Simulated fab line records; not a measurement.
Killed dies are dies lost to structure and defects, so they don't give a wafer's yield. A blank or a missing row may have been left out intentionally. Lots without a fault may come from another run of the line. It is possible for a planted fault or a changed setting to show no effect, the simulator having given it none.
Which of the tools did it? :: flow gf180mcu :: 18 wafers from 6 lots sampled at 3 of the route's 602 steps

== WHAT THE GAUGES READ, wafer by wafer ==
GF_HV_LDD_RS_MEAS_53: the measuring method here is four-point-probe.
lot: L800
measured: day 12 22:49
on: film-metro-01
HV_LDD_RS (ohm/sq): 432.8 434.0 434.1

lot: L802
measured: day 13 20:36
on: film-metro-01
HV_LDD_RS (ohm/sq): 432.7 433.2 433.4

lot: L811
measured: day 16 22:07
on: film-metro-03
HV_LDD_RS (ohm/sq): 418.8 419.8 418.4

lot: L815
measured: day 17 21:09
on: film-metro-01
HV_LDD_RS (ohm/sq): 420.3 419.2 419.1

lot: L817
measured: day 18 19:47
on: film-metro-03
HV_LDD_RS (ohm/sq): 418.2 419.7 418.8

lot: L821
measured: day 20 04:34
on: film-metro-04
HV_LDD_RS (ohm/sq): 419.8 420.4 418.9

== TOOL THAT RAN EACH LOT (tool first, then ch and the chambers of the sampled wafers, then the start) ==
lot: L800
GF_POLY_GATE_ETCH_12: rie-diel-03 ch 0,1, day 9 17:52
GF_HV_LDD_IMPLANT_34: implanter-03 ch 0, day 12 03:01

lot: L802
GF_POLY_GATE_ETCH_12: rie-diel-04 ch 0,2,3, day 10 09:37
GF_HV_LDD_IMPLANT_34: implanter-03 ch 0, day 12 23:26

lot: L811
GF_POLY_GATE_ETCH_12: rie-diel-03 ch 0,2,3, day 13 03:01
GF_HV_LDD_IMPLANT_34: implanter-04 ch 0, day 15 22:56

lot: L815
GF_POLY_GATE_ETCH_12: rie-diel-01 ch 0,1,2, day 14 02:18
GF_HV_LDD_IMPLANT_34: implanter-03 ch 0, day 16 21:10

lot: L817
GF_POLY_GATE_ETCH_12: rie-diel-03 ch 0,1, day 14 21:30
GF_HV_LDD_IMPLANT_34: implanter-03 ch 0, day 17 18:54

lot: L821
GF_POLY_GATE_ETCH_12: rie-diel-04 ch 0,2, day 16 03:33
GF_HV_LDD_IMPLANT_34: implanter-04 ch 0, day 19 03:55
- GF_POLY_GATE_ETCH_12: etches BARC in N2/H2.
- GF_HV_LDD_IMPLANT_34

== THE ANSWER, worked out from the rows above alone ==
Rule: the usual values come from the lots themselves. Put in order of their means at a reading, lots are off if they are a third of the lots or fewer, leave a main group of 4 or more, and stand apart from it by a gap of 3 or more times the standard deviation of the main group's means; of several such gaps the widest counts. If all means in a main group match to the digits the tables above print for the reading, that group is not used. A lot without any number at a reading at which 4 lots or more have one is off too. Any other lot the step has rows for is counted as sound.
Off: L800, L802, seen at GF_HV_LDD_RS_MEAS_53 (HV_LDD_RS). Main group: mean 419.3 ohm/sq, sd 0.34.
If a tool, at a process step before that reading, ran all the lots that are off and no sound lot after the first of them, it fits. Gauges at GF_HV_LDD_RS_MEAS_53: tried the same way as those tools. No candidate that was tried fits.

== WHAT THE SIMULATOR HAD INSERTED ==
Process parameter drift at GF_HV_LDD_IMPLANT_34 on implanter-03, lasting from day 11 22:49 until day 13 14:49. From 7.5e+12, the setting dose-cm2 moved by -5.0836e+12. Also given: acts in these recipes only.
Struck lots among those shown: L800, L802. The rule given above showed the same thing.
